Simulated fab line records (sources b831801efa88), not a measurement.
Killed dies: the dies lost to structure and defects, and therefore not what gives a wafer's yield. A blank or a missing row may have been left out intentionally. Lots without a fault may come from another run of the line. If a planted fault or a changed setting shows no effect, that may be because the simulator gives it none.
Struck lot and sound lot, side by side / flow sky130 / 15 out of 708 route steps
Sound: wafers L864.1, L864.2, L864.4. The struck wafers were L871.1, L871.3, L871.5. At the end, the cause is stated.
Per side, at each step with rows, come the tool, then ch with its chambers, and then its first start. Under that, the readings that differ: sound wafers / struck wafers / difference of the means / sigmas: that difference in standard deviations of wafers without a fault.
alike: a reading whose means differ by less than 2 such deviations, as well as words and numbers matching on both sides. not compared: withheld readings; readings where some wafer has no value; bounds like >300 that might hide an equal value; numbers whose values overlap and for which the record gives no deviation.
The two part at a step that has a row with sigmas, a row that says differs or no value, or rows on one side only. Numbers that have no deviation but don't overlap get no sigmas and don't part them. A reading missing from all wafers of one side parts the sides only when that side holds two or more wafers.

first, 2 steps without rows for these wafers: SKY_NWELL_IMPLANT_12; SKY_NWELL_IMPLANT_13.
SKY_NWELL_STRIP_14: strips in O2/N2.
  sound on plasma asher-01 ch 0,1, day 4 14:29; struck on plasma asher-02 ch 0,1, day 6 12:53
  alike: drypump motor current A, o2 flow sccm, oes product au, strip time to endpoint s
  not compared: rf hours counter h
SKY_NWELL_TW_MEAS_15:
  sound on film metro-02, day 4 14:35; struck on film metro-01, day 6 12:59
reading=NWELL_TW; sound=1773 1763 1772; struck=1816 1814 1817; difference=+46; sigmas=+2
then, 7 steps without rows for these wafers: SKY_NWELL_DEHYDRATE_16 (time 60 s); SKY_NWELL_HMDS_17 (prime time 60 s); SKY_NWELL_COAT_18 (resist thk 3000 nm); SKY_NWELL_SOFTBAKE_19; SKY_NWELL_EXPOSE_20 (exposes mask NWM COMPLEMENT, target cd 840 nm); SKY_NWELL_PEB_21; SKY_NWELL_DEVELOP_22 (develop time 60 s).
SKY_NWELL_OVL_MEAS_23:
  sound on overlay-02, day 5 08:11; struck on overlay-02, day 7 08:20
  alike: NWELL_01_OVL
SKY_NWELL_IMPLANT_24:
  sound on implanter-03 ch 0, day 5 08:13; struck on implanter-03 ch 0, day 7 08:22
reading=beam energy keV; sound=140.03 139.93 140.01; struck=152.14 152.16 152.11; difference=+12.15; sigmas=+99 or more
reading=model.implant.drp nm (nm); sound=95.47 95.47 95.47; struck=98.52 98.52 98.52; difference=+3.05; sigmas=
SKY_NWELL_STRIP_25: strips in O2/N2.
  sound on plasma asher-04 ch 0,1, day 5 08:22; struck on plasma asher-04 ch 0,1, day 7 08:31
  alike: drypump motor current A, o2 flow sccm, oes product au, strip time to endpoint s
  not compared: rf hours counter h
-- the record jumps here: 40 days lie between the struck wafers' starts before and after (it left off in module NWELL and takes up again in module PAD_OPEN, whose first step shown is number 708 of the route) --
SKY_PAD_OPEN_PROBE_99:
  sound on prober-01, day 45 09:17; struck on prober-01, day 47 16:40
reading=model.etest.res deep nwell.rs ohm sq; sound=2177 2207 2206; struck=2239 2233 2244; difference=+42; sigmas=
reading=model.etest.tip_n_5v.rs ohm sq; sound=1384 1382 1389; struck=1356 1361 1360; difference=-26; sigmas=
reading=model.etest.res nwell.width nm (nm); sound=827.1 819.6 817; struck=828.6 831.4 830; difference=+8.8; sigmas=
reading=model.etest.res deep nwell.line ohm um; sound=732 729.7 735.5; struck=744.4 753.1 753; difference=+17.8; sigmas=
reading=model.etest.pfet_16v.drive ua um; sound=240.8 242.6 243.2; struck=247.4 249 247.8; difference=+5.9; sigmas=
  alike: killed_at_M0_to_M3, killed_at_M4_up, killed at contacts, killed at front end, killed at other, killed dies, killed open, killed short
  not compared: model.etest.res iso pwell.rs ohm sq, model.etest.res iso pwell.line ohm um, model.etest.res iso pwell.width nm

== WHERE THEY PART ==
Earliest at SKY_NWELL_TW_MEAS_15; latest, in this record, at SKY_NWELL_IMPLANT_24. Later steps at which nothing parts them and some readings are alike: SKY_NWELL_STRIP_25, SKY_PAD_OPEN_PROBE_99.

WHY: whatever the simulator had introduced
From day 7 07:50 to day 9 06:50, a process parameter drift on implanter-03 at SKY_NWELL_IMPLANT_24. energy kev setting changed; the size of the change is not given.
